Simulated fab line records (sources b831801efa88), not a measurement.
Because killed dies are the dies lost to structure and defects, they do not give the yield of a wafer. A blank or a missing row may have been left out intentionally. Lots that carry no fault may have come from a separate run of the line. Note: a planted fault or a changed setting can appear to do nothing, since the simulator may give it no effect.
Which of the tools did it? :: flow gf180mcu :: 6 lots, 18 wafers sampled, at 3 steps of a route of 602

WHAT EACH GAUGE READ, for each wafer
GF_V1_OVL_MEAS_15.
lot: L771
measured: day 19 07:48
on: overlay-01
V1_OVL (nm): 9 0 5

lot: L773
measured: day 20 03:37
on: overlay-01
V1_OVL (nm): -12 -8 5

lot: L777
measured: day 21 20:13
on: overlay-02
V1_OVL (nm): 4 5 -2

lot: L786
measured: day 24 16:27
on: overlay-02
V1_OVL (nm): 4 6 3

lot: L788
measured: day 25 08:33
on: overlay-02
V1_OVL (nm): -3 0 0

lot: L790
measured: day 25 23:16
on: overlay-01
V1_OVL (nm): 6 10 2

EACH LOT AND THE TOOL THAT RAN IT (in order: tool; ch and the chambers of the sampled wafers; start)
lot: L771
GF_LVPWELL_COAT_02: litho-track-02 ch 0, day 4 07:02
GF_LVPWELL_STRIP_10: plasma-asher-04 ch 0,1, day 4 14:16

lot: L773
GF_LVPWELL_COAT_02: litho-track-04 ch 0, day 4 17:53
GF_LVPWELL_STRIP_10: plasma-asher-04 ch 0,1, day 5 01:40

lot: L777
GF_LVPWELL_COAT_02: litho-track-03 ch 0, day 5 18:04
GF_LVPWELL_STRIP_10: plasma-asher-02 ch 0,1, day 6 02:07

lot: L786
GF_LVPWELL_COAT_02: litho-track-03 ch 0, day 7 18:29
GF_LVPWELL_STRIP_10: plasma-asher-01 ch 1, day 8 03:16

lot: L788
GF_LVPWELL_COAT_02: litho-track-02 ch 0, day 8 05:29
GF_LVPWELL_STRIP_10: plasma-asher-04 ch 0,1, day 8 14:40

lot: L790
GF_LVPWELL_COAT_02: litho-track-04 ch 0, day 8 16:55
GF_LVPWELL_STRIP_10: plasma-asher-02 ch 0,1, day 9 01:43
- GF_LVPWELL_COAT_02: resist thk 3000 nm.
- GF_LVPWELL_STRIP_10: strips in O2/N2.

THE ANSWER, worked out from the rows above alone
Rule: the usual values come from the lots themselves. The widest of any qualifying gaps counts: lots, ordered by their means at a reading, are off when they make up no more than a third of the lots, leave a main group of 4 or more, and stand apart from it by 3 or more times the standard deviation of that group's means. If all means in a main group match to the digits the tables above print for the reading, that group is not used. A lot without any number at a reading at which 4 lots or more have one is off too. All remaining lots with rows at the step are treated as sound.
No lot is off at any reading shown: from this, nothing can be told.

WHAT HAD BEEN PUT IN BY THE SIMULATOR
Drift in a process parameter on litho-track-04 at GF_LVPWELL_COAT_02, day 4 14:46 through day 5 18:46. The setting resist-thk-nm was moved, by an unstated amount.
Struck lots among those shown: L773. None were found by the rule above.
